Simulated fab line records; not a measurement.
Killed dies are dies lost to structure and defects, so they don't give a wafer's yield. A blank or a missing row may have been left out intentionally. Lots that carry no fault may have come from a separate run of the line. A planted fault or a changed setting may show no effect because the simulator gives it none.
Code-filled problem report in 8D (eight disciplines) form ; flow sky130 ; the parts of the form that need people (team, actions taken, sign-off) are left out

## 1. WHAT IS WRONG
Mean of oes_product_au at SKY_VIA2_ETCH_15: 1.002 a.u. across 3 wafers in 2 lots; on wafers with no fault it is 0.939 a.u. (standard deviation 0.0046). That puts it +14 standard deviations away from the usual mean.
The step: etches SiO2 in C4F8/O2/Ar, stops on TiN, target depth 546 nm, time 84 s.
First seen on wafer L309.5, day 38 18:38, on rie_diel-01. At this step, 40 wafers from 14 lots have a number in the record. By rule, "out" or "out of limits" means more than 4 standard deviations away from the usual mean. The other wafers with a number count as sound.

## 2. WHAT IT IS; WHAT IT IS NOT
question;is;is not
which readings at this step;oes_product_au;-
which lots;L309, L310;L301, L303, L304, L305, L306, L317, L318, L320, L321, L322, L323, L324
which wafers of those lots;L309.5, L310.5, L310.6;L309.1
read on which tools;rie_diel-01;rie_diel-02, rie_diel-04
when;from day 38 18:38;"up to then (16 sound wafers); but 21 sound wafers of L317, L318, L320, L321, L322, L323, L324 came after"

## 3. THE SUSPECTS, EACH WITH WHAT RULES IT OUT
Counting: if a tool at a process step up to the reading ran every lot that is out, it stays a suspect. Sound lots after the first of them don't rule it out here, since some wafers of a struck lot are sound.
- pvd_sputter-03 at SKY_METAL1_SPUTTER_04 (material TiN, target thk 70 nm, time 58.3 s): kept. Ran every lot that is out, first one L309 (day 34 06:07); last sound lot up to then L306 (day 33 03:10).
- cmp-01 at SKY_VIA2_CMP_02 (polishes SiO2): kept. Ran every lot that is out, first one L309 (day 37 16:34); last sound lot up to then L306 (day 36 15:02).
- rie_diel-01 at SKY_VIA2_ETCH_15 (etches SiO2 in C4F8/O2/Ar, stops on TiN, target depth 546 nm, time 84 s): kept. Ran every lot that is out, first one L309 (day 38 18:38); last sound lot up to then L305 (day 37 10:44). Out on those wafers are its own readings of oes_product_au.
- Within cmp-01 at SKY_VIA2_CMP_02: the wafers that are out ran in chambers 0, 1; their sound lot-mates ran in chamber 3.
The count leaves pvd_sputter-03 at SKY_METAL1_SPUTTER_04, cmp-01 at SKY_VIA2_CMP_02, and rie_diel-01 at SKY_VIA2_ETCH_15.

## 4. THE CAUSE (what the simulator had put in)
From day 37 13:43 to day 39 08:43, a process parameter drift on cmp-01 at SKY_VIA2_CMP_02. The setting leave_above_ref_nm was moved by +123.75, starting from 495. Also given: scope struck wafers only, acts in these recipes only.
This tool is one of the 3 suspects left after counting.

## 5. SEQUENCE OF EFFECTS, ordered by route
Each row: a reading where the mean over the struck wafers with a number is more than 3 standard deviations away from the usual. Scope: only readings with a usual standard deviation given in the record; hours: median across lots of the time from each lot's start at the first step in this table that gives one to its start at this step; sigmas: change in usual standard deviations.
hours;step;reading;usual;on struck wafers;change;sigmas
0;SKY_VIA2_ETCH_15;oes_product_au;0.939 a.u.;1.002;+0.063;+14
Here are the process steps it includes:
- SKY_VIA2_ETCH_15: etches SiO2 in C4F8/O2/Ar, stops on TiN, target depth 546 nm, time 84 s.

## 6. WHAT WOULD HAVE CAUGHT IT SOONER
In this record no reading fell out of limits until day 38 18:38, 29 hours after the fault had begun at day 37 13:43.
No tool reading at SKY_VIA2_CMP_02 that has a usual standard deviation in the record was out on any struck wafer, so an alarm limit of 4 standard deviations on those readings would not have fired.
The start of SKY_VIA2_CMP_02 on cmp-01 came by day 38 18:38 for every one of the lots that are out (2). Holding the tool at that point would not have protected any of them.
